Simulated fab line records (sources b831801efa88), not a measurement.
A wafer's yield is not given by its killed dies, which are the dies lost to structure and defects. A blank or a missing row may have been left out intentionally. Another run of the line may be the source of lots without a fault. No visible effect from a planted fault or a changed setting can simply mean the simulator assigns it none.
Code-filled problem report in 8D (eight disciplines) form / flow sky130 / the parts of the form that need people (team, actions taken, sign-off) are left out

== 1. THE PROBLEM ==
oes-product-au at SKY_PASSIVATION_ETCH_11 reads a mean of 0.848 a.u. on 5 wafers of 3 lots; wafers without a fault read 0.974 a.u. with a standard deviation of 0.0078. Measured from the usual mean, that is -16 standard deviations.
The step: etches the open film in CF4/O2, stops on AlCu, target depth 725 nm, time 161.1 s.
First seen on wafer L166.3, day 48 22:28, on rie-diel-04. The record holds 45 wafers of 15 lots with a number at this step. Rule for "out" (also "out of limits"): further than 4 standard deviations from the usual mean. Any other wafer with a number is counted as sound.

== 2. WHAT IT IS, WHAT IT ISN'T ==
question=which readings at this step | is=oes-product-au | is not=-
question=which lots | is=L166, L169, L171 | is not=L151, L153, L154, L155, L156, L157, L158, L159, L161, L164, L172, L173
question=which wafers of those lots | is=L166.3, L166.5, L169.2, L169.3, L171.2 | is not=L166.6, L169.4, L171.4, L171.6
question=read on which tools | is=rie-diel-04 | is not=rie-diel-01, rie-diel-03
question=when | is=from day 48 22:28 | is not=up to then (31 sound wafers); but 9 sound wafers of L169, L171, L172, L173 came after

== 3. WHAT RULES OUT EACH SUSPECT ==
Counting: if a tool at a process step up to the reading ran every lot that is out, it stays a suspect. Sound lots after the first of them don't rule it out here, since some wafers of a struck lot are sound.
- rie-diel-04 at SKY_PASSIVATION_ETCH_11 (etches the open film in CF4/O2, stops on AlCu, target depth 725 nm, time 161.1 s): kept. It ran every lot that is out, first L166 (day 48 22:28); its last sound lot up to then is L164 (day 48 13:13). Its own readings are out on those wafers: oes-product-au.
Remaining after the count: rie-diel-04 at SKY_PASSIVATION_ETCH_11.

== 4. THE CAUSE (what the simulator had put in) ==
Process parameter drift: rie-diel-04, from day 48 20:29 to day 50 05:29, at SKY_PASSIVATION_ETCH_11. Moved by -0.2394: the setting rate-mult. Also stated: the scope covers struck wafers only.
The count eliminated every tool but this one.

== 5. THE CHAIN OF EFFECTS, in route order ==
One row per reading whose mean, taken over the struck wafers that have a number, lies over 3 standard deviations from the usual. Only readings for which the record gives a usual standard deviation are gone through. hours: the time from each lot's start at the first step in this table that gives one to its start at this step, as a median over the lots. sigmas: the change in usual standard deviations.
hours=0; step=SKY_PASSIVATION_ETCH_11; reading=oes-product-au; usual=0.974 a.u.; on struck wafers=0.848; change=-0.126; sigmas=-16
hours=0; step=SKY_PASSIVATION_ETCH_11; reading=throttle-valve-pct; usual=5.964 %; on struck wafers=5.922; change=-0.042; sigmas=-4.5
hours=0; step=SKY_PASSIVATION_STRIP_12; reading=strip-time-to-endpoint-s; usual=31.57 s; on struck wafers=32.80; change=+1.23; sigmas=+9.5
Process steps it contains:
- SKY_PASSIVATION_ETCH_11: etches the open film in CF4/O2, stops on AlCu, target depth 725 nm, time 161.1 s.
- SKY_PASSIVATION_STRIP_12: strips in O2/N2.

== 6. WHAT WOULD HAVE CAUGHT IT SOONER ==
First out-of-limits reading in this record: day 48 22:28, which is 2 hours after fault onset at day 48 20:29.
